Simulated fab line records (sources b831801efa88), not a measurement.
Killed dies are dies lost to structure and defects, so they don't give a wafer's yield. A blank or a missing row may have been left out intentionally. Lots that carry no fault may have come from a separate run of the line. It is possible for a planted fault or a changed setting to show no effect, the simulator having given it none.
Matching of chambers ; flow sky130 ; 4 sister chambers for SKY_VIA1_ETCH_14 on rie diel-04
The step etches BARC in N2/H2, stops on SiO2, time 45.9 s, target depth 60 nm. 4 wafers are shown with their chamber, then 11 later ones without.

WAFERS PAIRED WITH THEIR CHAMBERS
wafer;chamber;drypump motor current A (A)
L080.4;3;5.62
L088.1;0;5.76
L088.4;2;5.48
L089.1;1;5.66

WAFERS WITHOUT THEIR CHAMBER
wafer;drypump motor current A (A)
L089.2;5.77
L089.6;5.45
L092.1;5.75
L092.4;5.67
L092.5;5.63
L091.2;5.78
L091.3;5.49
L091.5;5.47
L093.4;5.47
L093.5;5.74
L093.6;5.67

WHICH CHAMBER EACH WENT THROUGH
wafer;from the rows above;in truth
L089.2;0;0
L089.6;2;2
L092.1;0;0
L092.4;1;1
L092.5;can't be placed: 3 or 1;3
L091.2;0;0
L091.3;2;2
L091.5;2;2
L093.4;2;2
L093.5;0;0
L093.6;1;1
Correctly placed: 10 of 11. Unplaceable from these rows: 1, with the true chamber sitting among the candidates in 1. Number placed wrongly: 0.
How it was worked out, from the rows above alone: a wafer's distance from a chamber is the root of the sum, over the readings, of the square of ((its reading less the chamber's mean) divided by the reading's scatter). If the next closest chamber is less than 2 further off than the closest, the wafer can't be placed; otherwise it belongs to the closest. For every chamber, the mean is computed from those of its wafers that are shown. The scatter: root of mean squared gap, hidden wafer to nearest shown wafer, with one shown wafer a chamber.
